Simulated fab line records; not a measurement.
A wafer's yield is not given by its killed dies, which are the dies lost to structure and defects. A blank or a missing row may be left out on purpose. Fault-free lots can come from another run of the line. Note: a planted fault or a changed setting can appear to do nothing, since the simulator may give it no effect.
Problem report, 8D (eight disciplines) form, completed by code / flow gf180mcu / the parts of the form that need people (team, actions taken, sign-off) are left out

## 1. WHAT IS WRONG
At GF_MVSD_SOFTBAKE_03, plate_temp_C averages 111.51 C over 6 wafers from 2 lots, while fault-free wafers read 110.02 C, standard deviation 0.15. Measured from the usual mean, that is +9.9 standard deviations.
First observed at day 6 06:20: wafer L817.1, on litho_track-03. The record has a number at this step for 42 wafers belonging to 14 lots. Rule for "out" (also "out of limits"): further than 4 standard deviations from the usual mean. The other wafers with a number count as sound.

## 2. WHAT IT IS, AND WHAT IT ISN'T
question=which readings at this step | is=plate_temp_C, heater_power_total_W | is not=-
question=which lots | is=L817, L820 | is not=L808, L810, L811, L812, L813, L814, L815, L816, L827, L828, L829, L831
question=which wafers of those lots | is=all that have a number | is not=-
question=read on which tools | is=litho_track-03 | is not=litho_track-01, litho_track-04
question=when | is=from day 6 06:20 | is not=up to then (24 sound wafers); but 12 sound wafers of L827, L828, L829, L831 came after

## 3. SUSPECTS, AND WHAT RULES EACH OUT
Counting: a tool stays on the suspect list if, at a process step up to the reading, it processed all lots that are out and no sound lot following the first of them.
- litho_track-03 at GF_MVSD_SOFTBAKE_03: kept. Every lot that is out went through it, starting with L817 (day 6 06:20), and after that it ran no sound lot; the last sound lot it ran before then is L816 (day 6 01:25). Out on those wafers are its own readings of heater_power_total_W, plate_temp_C.
The count leaves litho_track-03 at GF_MVSD_SOFTBAKE_03.

## 4. THE CAUSE (what the simulator had put in)
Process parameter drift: litho_track-03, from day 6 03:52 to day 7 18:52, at GF_MVSD_SOFTBAKE_03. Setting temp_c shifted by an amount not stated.
After counting, this tool was the only one left.

## 5. THE EFFECT CHAIN, in route order
One row per reading whose mean, taken over the struck wafers that have a number, lies over 3 standard deviations from the usual. Scope: only readings with a usual standard deviation given in the record; hours: median across lots of the time from each lot's start at the first step in this table that gives one to its start at this step; sigmas: change in usual standard deviations.
hours=0; step=GF_MVSD_SOFTBAKE_03; reading=heater_power_total_W; usual=65.32 W; on struck wafers=66.54; change=+1.22; sigmas=+9.4
hours=0; step=GF_MVSD_SOFTBAKE_03; reading=plate_temp_C; usual=110.02 C; on struck wafers=111.51; change=+1.49; sigmas=+9.9
The process steps in it:
- GF_MVSD_SOFTBAKE_03
Later measuring or inspecting steps at which every struck wafer that the step has a row for has a number for every such reading, and none has moved that far: GF_V1_THK_MEAS_03, GF_V1_THK_MEAS_25.

## 6. WHAT WOULD HAVE CAUGHT IT SOONER
2 hours passed between the start of the fault at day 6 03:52 and the first reading out of limits in this record, taken at day 6 06:20.
